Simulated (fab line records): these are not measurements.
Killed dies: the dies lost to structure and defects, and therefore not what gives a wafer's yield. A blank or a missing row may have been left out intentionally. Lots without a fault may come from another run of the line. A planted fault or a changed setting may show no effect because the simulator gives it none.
fab line records ; flow gf180mcu
record: lots: 13; wafers: 39; last-day: 34
route steps=602 shown STI@25 MVSD@75 SAB@265 M1@332
lots with no fault: from the same line, run without faults
start-h: hours from the record's first day to the start of the lot's first wafer shown ; wait-h: hours elapsed since this lot's preceding step ; " repeats the value in the row above ; L1.1+2: a row that stands for several wafers ; - no value present, or no start provided ; * or withheld: withheld ; < > ~ a bound
route shown NAME@n: names a module that has steps shown in the file, with the first one's number in the route ; usual: average and standard deviation across the fault-free wafers ; same: alike in all rows ; chamber/n: place in a boat ; sites: per-site readings ; _std_site: standard deviation across them ; _edge_site: mean of outer sites minus mean of inner sites ; radius-mm: how far each site lies from the wafer's centre ; mask NAME#n: copy n ; behind: the most recent tool/chamber to have shaped the wafer ; hold: the reason the lot was held/the length of the hold in hours/how it ended ; device: transistor that didn't switch, given as n, p or np ; end of line: tests run on the same wafers once the route is complete ; where a step has no rows: the recipe by itself ; killed: at the first sort, the dies lost to defects and structure; wafer yield is something else ; map: dies across one wafer; x = killed, . = not, _ = none there
set.NAME: the setting that was run; set.NAME@STEP: the one run at that earlier step ; model.NAME: the simulator's own value behind a step, which no gauge read
steps of the route over a sample of lots; a table a step, a row a wafer
services: from which hour (start-h, from the record's first day; less than 0 if before it) a tool's chamber was out of use, for how many hours, and why
== steps ==
step: GF_STI_THK_MEAS_24
recipe: reads: SiO2_of_STI_CVD_23
usual: STI_CVD_23_THK: 651/7.2
lot.wafer;tool;chamber;start-h;wait-h;STI_CVD_23_THK[nm]
L450.2;film-metro-01;-;32.37;0.0;645
L450.3;film-metro-01;-;32.37;0.0;644
L450.4;film-metro-01;-;32.37;0.0;647
L451.1;film-metro-03;-;39.52;0.0;648
L451.5;film-metro-03;-;39.52;0.0;654
L451.6;film-metro-03;-;39.52;0.0;651
L454.2;film-metro-01;-;54.88;0.0;666
L454.5;film-metro-01;-;54.88;0.0;638
L454.6;film-metro-01;-;54.88;0.0;646
L455.3;film-metro-01;-;58.23;0.1;653
L455.4;film-metro-01;-;58.23;0.1;652
L455.5;film-metro-01;-;58.23;0.1;653
L456.3;film-metro-03;-;64.54;0.1;650
L456.5;film-metro-03;-;64.54;0.1;647
L456.6;film-metro-03;-;64.54;0.1;649
L457.2;film-metro-01;-;68.47;0.0;657
L457.3;film-metro-01;-;68.47;0.0;648
L457.5;film-metro-01;-;68.47;0.0;650
L459.3;film-metro-01;-;79.61;0.1;643
L459.5;film-metro-01;-;79.61;0.1;649
L459.6;film-metro-01;-;79.61;0.1;651
L460.1;film-metro-01;-;84.76;0.0;646
L460.3;film-metro-01;-;84.76;0.0;647
L460.6;film-metro-01;-;84.76;0.0;638
L462.1;film-metro-02;-;93.42;0.0;665
L462.5;film-metro-02;-;93.42;0.0;642
L462.6;film-metro-02;-;93.42;0.0;662
L464.1;film-metro-02;-;104.33;0.0;653
L464.5;film-metro-02;-;104.33;0.0;647
L464.6;film-metro-02;-;104.33;0.0;657
L466.4;film-metro-03;-;117.42;0.0;652
L466.5;film-metro-03;-;117.42;0.0;651
L466.6;film-metro-03;-;117.42;0.0;651
L471.1;film-metro-02;-;140.25;0.0;639
L471.4;film-metro-02;-;140.25;0.0;645
L471.5;film-metro-02;-;140.25;0.0;655
L472.1;film-metro-02;-;146.02;0.0;640
L472.4;film-metro-02;-;146.02;0.0;641
L472.5;film-metro-02;-;146.02;0.0;639
step: GF_MVSD_IMPLANT_09
recipe: species: P; energy-kev: 100; dose-cm2: 5e+12; tilt-deg: 0
usual: beam-energy-keV: 100.01/0.032; faraday-current-uA: 28.3/0.5
lot.wafer;tool;chamber;start-h;wait-h;beam-energy-keV;faraday-current-uA
L450.2;implanter-01;0;88.44;0.1;100.08;27.6
L450.3;implanter-01;0;88.44;0.1;100.07;28.9
L450.4;implanter-01;0;88.44;0.1;100.05;28.0
L451.1;implanter-03;0;96.50;0.1;100.03;28.4
L451.5;implanter-03;0;96.50;0.1;100.04;28.4
L451.6;implanter-03;0;96.50;0.1;100.03;28.0
L454.2;implanter-02;0;113.79;0.1;100.02;28.7
L454.5;implanter-02;0;113.79;0.1;100.06;28.3
L454.6;implanter-02;0;113.79;0.1;99.99;27.6
L455.3;implanter-02;0;115.90;0.1;99.96;28.3
L455.4;implanter-02;0;115.90;0.1;99.94;28.2
L455.5;implanter-02;0;115.90;0.1;99.93;29.1
L456.3;implanter-02;0;122.90;0.1;99.99;27.8
L456.5;implanter-02;0;122.90;0.1;99.96;28.7
L456.6;implanter-02;0;122.90;0.1;99.99;27.7
L457.2;implanter-01;0;127.53;0.1;99.96;28.7
L457.3;implanter-01;0;127.53;0.1;99.98;27.5
L457.5;implanter-01;0;127.53;0.1;100.01;28.2
L459.3;implanter-01;0;141.56;0.1;100.03;28.5
L459.5;implanter-01;0;141.56;0.1;100.04;29.2
L459.6;implanter-01;0;141.56;0.1;100.00;28.1
L460.1;implanter-02;0;146.15;0.1;99.96;29.1
L460.3;implanter-02;0;146.15;0.1;99.99;27.6
L460.6;implanter-02;0;146.15;0.1;100.02;29.2
L462.1;implanter-01;0;159.56;0.1;100.01;27.6
L462.5;implanter-01;0;159.56;0.1;100.02;28.3
L462.6;implanter-01;0;159.56;0.1;100.04;27.8
L464.1;implanter-02;0;171.85;0.1;116.71;28.1
L464.5;implanter-02;0;171.85;0.1;116.73;28.1
L464.6;implanter-02;0;171.85;0.1;116.74;28.3
L466.4;implanter-02;0;184.88;0.1;116.69;28.6
L466.5;implanter-02;0;184.88;0.1;116.67;28.5
L466.6;implanter-02;0;184.88;0.1;116.73;28.5
L471.1;implanter-03;0;209.96;0.1;99.99;29.0
L471.4;implanter-03;0;209.96;0.1;100.01;27.9
L471.5;implanter-03;0;209.96;0.1;100.01;28.9
L472.1;implanter-03;0;216.40;0.1;100.02;29.1
L472.4;implanter-03;0;216.40;0.1;100.07;28.8
L472.5;implanter-03;0;216.40;0.1;100.03;28.7
step: GF_VT_IMPLANT_RS_MEAS_46
recipe: thk-meas-gauge: four-point-probe
usual: MVSD_RS: 456.6/1.2
lot.wafer;tool;chamber;start-h;wait-h;MVSD_RS[ohm/sq]
L450.2;film-metro-02;-;164.28;0.1;456.4
L450.3;film-metro-02;-;164.28;0.1;456.4
L450.4;film-metro-02;-;164.28;0.1;456.4
L451.1;film-metro-02;-;172.97;0.1;456.1
L451.5;film-metro-02;-;172.97;0.1;455.3
L451.6;film-metro-02;-;172.97;0.1;456.4
L454.2;film-metro-04;-;195.15;0.1;456.5
L454.5;film-metro-04;-;195.15;0.1;456.0
L454.6;film-metro-04;-;195.15;0.1;455.6
L455.3;film-metro-04;-;197.45;0.1;457.0
L455.4;film-metro-04;-;197.45;0.1;458.3
L455.5;film-metro-04;-;197.45;0.1;457.2
L456.3;film-metro-04;-;205.59;0.1;457.5
L456.5;film-metro-04;-;205.59;0.1;460.1
L456.6;film-metro-04;-;205.59;0.1;458.2
L457.2;film-metro-04;-;210.72;0.1;456.0
L457.3;film-metro-04;-;210.72;0.1;456.1
L457.5;film-metro-04;-;210.72;0.1;455.1
L459.3;film-metro-01;-;226.89;0.1;455.7
L459.5;film-metro-01;-;226.89;0.1;456.0
L459.6;film-metro-01;-;226.89;0.1;453.9
L460.1;film-metro-04;-;232.30;0.1;455.5
L460.3;film-metro-04;-;232.30;0.1;457.9
L460.6;film-metro-04;-;232.30;0.1;455.1
L462.1;film-metro-04;-;246.65;0.1;456.6
L462.5;film-metro-04;-;246.65;0.1;457.4
L462.6;film-metro-04;-;246.65;0.1;455.9
L464.1;film-metro-04;-;261.58;0.1;459.9
L464.5;film-metro-04;-;261.58;0.1;460.2
L464.6;film-metro-04;-;261.58;0.1;459.9
L466.4;film-metro-04;-;275.31;0.1;460.9
L466.5;film-metro-04;-;275.31;0.1;460.6
L466.6;film-metro-04;-;275.31;0.1;460.8
L471.1;film-metro-02;-;304.64;0.1;455.0
L471.4;film-metro-02;-;304.64;0.1;455.4
L471.5;film-metro-02;-;304.64;0.1;454.6
L472.1;film-metro-04;-;311.54;0.1;457.2
L472.4;film-metro-04;-;311.54;0.1;457.8
L472.5;film-metro-04;-;311.54;0.1;457.6
step: GF_SAB_THK_MEAS_01
recipe: reads: SiO2_of_SAB_CVD_00
usual: SAB_CVD_00_THK: 50.2/0.64
lot.wafer;tool;chamber;start-h;wait-h;SAB_CVD_00_THK[nm]
L450.2;film-metro-01;-;321.90;0.0;50.1
L450.3;film-metro-01;-;321.90;0.0;50.8
L450.4;film-metro-01;-;321.90;0.0;51.9
L451.1;film-metro-01;-;334.06;0.0;49.7
L451.5;film-metro-01;-;334.06;0.0;50.7
L451.6;film-metro-01;-;334.06;0.0;50.6
L455.3;film-metro-02;-;369.65;0.0;49.8
L455.4;film-metro-02;-;369.65;0.0;50.3
L455.5;film-metro-02;-;369.65;0.0;51.3
L454.2;film-metro-01;-;371.52;0.0;50.6
L454.5;film-metro-01;-;371.52;0.0;49.8
L454.6;film-metro-01;-;371.52;0.0;51.0
L456.3;film-metro-03;-;379.49;0.0;49.3
L456.5;film-metro-03;-;379.49;0.0;50.7
L456.6;film-metro-03;-;379.49;0.0;50.3
L457.2;film-metro-01;-;387.94;0.0;50.6
L457.3;film-metro-01;-;387.94;0.0;49.3
L457.5;film-metro-01;-;387.94;0.0;50.5
L459.3;film-metro-02;-;409.89;0.0;51.0
L459.5;film-metro-02;-;409.89;0.0;50.7
L459.6;film-metro-02;-;409.89;0.0;50.7
L460.1;film-metro-03;-;417.73;0.0;49.3
L460.3;film-metro-03;-;417.73;0.0;50.4
L460.6;film-metro-03;-;417.73;0.0;50.1
L462.1;film-metro-02;-;439.16;0.0;50.1
L462.5;film-metro-02;-;439.16;0.0;51.3
L462.6;film-metro-02;-;439.16;0.0;50.5
L464.1;film-metro-01;-;454.83;0.0;49.6
L464.5;film-metro-01;-;454.83;0.0;50.3
L464.6;film-metro-01;-;454.83;0.0;50.2
L466.4;film-metro-01;-;471.30;0.0;50.6
L466.5;film-metro-01;-;471.30;0.0;50.6
L466.6;film-metro-01;-;471.30;0.0;51.3
L471.1;film-metro-01;-;509.45;0.0;50.0
L471.4;film-metro-01;-;509.45;0.0;50.5
L471.5;film-metro-01;-;509.45;0.0;50.5
L472.1;film-metro-02;-;515.51;0.0;49.2
L472.4;film-metro-02;-;515.51;0.0;50.5
L472.5;film-metro-02;-;515.51;0.0;50.7
step: GF_M1_STRIP_17
recipe: chemistry: O2/N2; power-w: 1400; pressure-mtorr: 1500; platen-temp-c: 250; o2-flow-sccm: 3000; n2-flow-sccm: 300; overash-fraction: 0.5
usual: drypump-motor-current-A: 5.6/0.53; heater-power-w: 346/29; oes-product-au: 0.537/0.0046; strip-time-to-endpoint-s: 7.37/0.041
lot.wafer;tool;chamber;start-h;wait-h;drypump-motor-current-A;heater-power-w;oes-product-au;rf-hours-counter-h;strip-time-to-endpoint-s
L450.2;plasma-asher-02;1;392.12;0.1;5.1;334;0.542;28;7.37
L450.3;plasma-asher-02;0;392.12;0.1;6.1;399;0.536;-;7.42
L450.4;plasma-asher-02;1;392.12;0.1;5.1;346;0.540;-;7.34
L451.1;plasma-asher-01;1;403.23;0.1;5.7;351;0.538;75;7.39
L451.5;plasma-asher-01;1;403.23;0.1;5.7;345;0.536;-;7.38
L451.6;plasma-asher-01;0;403.23;0.1;6.1;365;0.533;-;7.38
L455.3;plasma-asher-01;0;443.95;0.1;6.1;347;0.535;-;7.40
L455.4;plasma-asher-01;1;443.95;0.1;5.7;340;0.545;-;7.40
L455.5;plasma-asher-01;1;443.95;0.1;5.8;348;0.532;-;7.44
L454.2;plasma-asher-02;0;445.00;0.2;6.1;394;0.544;33;7.40
L454.5;plasma-asher-02;0;445.00;0.2;6.1;384;0.538;-;7.39
L454.6;plasma-asher-02;1;445.00;0.2;5.1;340;0.543;-;7.42
L456.3;plasma-asher-02;1;454.03;0.2;5.1;343;0.528;-;7.35
L456.5;plasma-asher-02;1;454.03;0.2;5.2;340;0.537;-;7.35
L456.6;plasma-asher-02;0;454.03;0.2;6.1;388;0.537;-;7.38
L457.2;plasma-asher-02;1;461.25;0.1;5.2;338;0.537;35;7.34
L457.3;plasma-asher-02;1;461.25;0.1;5.1;347;0.543;-;7.40
L457.5;plasma-asher-02;1;461.25;0.1;5.2;343;0.534;-;7.40
L459.3;plasma-asher-03;1;485.31;0.1;4.7;308;0.535;-;7.34
L459.5;plasma-asher-03;0;485.31;0.1;5.9;346;0.537;-;7.32
L459.6;plasma-asher-03;1;485.31;0.1;4.7;312;0.537;-;7.27
L460.1;plasma-asher-03;0;494.39;0.1;5.9;345;0.543;73;7.41
L460.3;plasma-asher-03;1;494.39;0.1;4.8;303;0.536;-;7.41
L460.6;plasma-asher-03;1;494.39;0.1;4.7;299;0.533;-;7.39
L462.1;plasma-asher-02;1;514.37;0.1;5.1;340;0.544;41;7.41
L462.5;plasma-asher-02;1;514.37;0.1;5.1;344;0.547;-;7.40
L462.6;plasma-asher-02;0;514.37;0.1;6.1;394;0.539;-;7.38
L464.1;plasma-asher-03;0;528.95;0.1;5.9;348;0.532;77;7.35
L464.5;plasma-asher-03;1;528.95;0.1;4.7;306;0.539;-;7.32
L464.6;plasma-asher-03;0;528.95;0.1;5.9;343;0.535;-;7.41
L466.4;plasma-asher-03;1;544.76;0.1;4.7;299;0.539;-;7.40
L466.5;plasma-asher-03;0;544.76;0.1;6.0;340;0.541;-;7.35
L466.6;plasma-asher-03;1;544.76;0.1;4.7;308;0.540;-;7.38
L471.1;plasma-asher-02;0;580.45;0.1;6.0;399;0.531;48;7.32
L471.4;plasma-asher-02;0;580.45;0.1;6.1;392;0.535;-;7.38
L471.5;plasma-asher-02;0;580.45;0.1;6.1;382;0.524;-;7.31
L472.1;plasma-asher-02;0;585.44;0.2;6.1;390;0.534;48;7.35
L472.4;plasma-asher-02;0;585.44;0.2;6.1;394;0.539;-;7.33
L472.5;plasma-asher-02;1;585.44;0.2;5.1;342;0.538;-;7.32
== services ==
tool;chamber;start-h;hours;kind
implanter-03;-;70.61;3.3;pm
plasma-asher-02;-;103.10;2.2;repair
plasma-asher-02;-;108.75;9.0;pm
plasma-asher-03;-;139.74;2.0;repair
implanter-01;-;171.28;5.9;pm
implanter-03;-;195.71;2.4;repair
implanter-01;-;217.02;2.0;repair
implanter-02;-;258.83;4.2;repair
implanter-01;-;259.92;1.1;repair
implanter-01;-;278.95;2.2;repair
plasma-asher-03;-;286.62;2.6;repair
implanter-03;-;288.42;2.3;pm
implanter-02;-;316.05;2.4;repair
implanter-01;-;342.26;4.0;repair
implanter-02;-;400.15;4.9;pm
plasma-asher-02;-;418.35;4.0;pm
plasma-asher-03;-;439.63;3.0;repair
implanter-02;-;458.93;6.1;repair
implanter-03;-;523.07;0.7;repair
implanter-02;-;523.78;2.7;pm
implanter-03;-;536.42;3.3;repair
implanter-02;-;550.20;13.2;repair
plasma-asher-03;-;556.71;14.6;pm
implanter-01;-;579.67;3.0;pm
== key ==
first-sign: step: GF_MVSD_IMPLANT_09; reading: beam-energy-keV; direction: up; sigmas: 99+; usual: 100.01; struck: 116.71
effect: step: GF_VT_IMPLANT_RS_MEAS_46; reading: MVSD_RS; direction: up; sigmas: 3.1; usual: 456.6; struck: 460.4
met-at GF_MVSD_IMPLANT_09
struck-lots L464,L466
tester-left-out L464,L466
not-acting-at GF_STI_THK_MEAS_24,GF_SAB_THK_MEAS_01,GF_M1_STRIP_17
onset-between 146.15 171.85
fault: kind: process-parameter-drift; tool: implanter-02; chamber: -; onset-h: 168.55; steps: GF_MVSD_IMPLANT_09; channel: energy-kev; offset: 16.696; shape: step; end-h: 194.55; acts-in: these-recipes-only; stated: 100
tester-left-out: of these lots the tester's yield and bins aren't shown, on N5 and GAA mostly nor the transistor test; their killed dies are dies lost to structure and defects alone, not to doping, threshold or leakage, so they don't give the yield
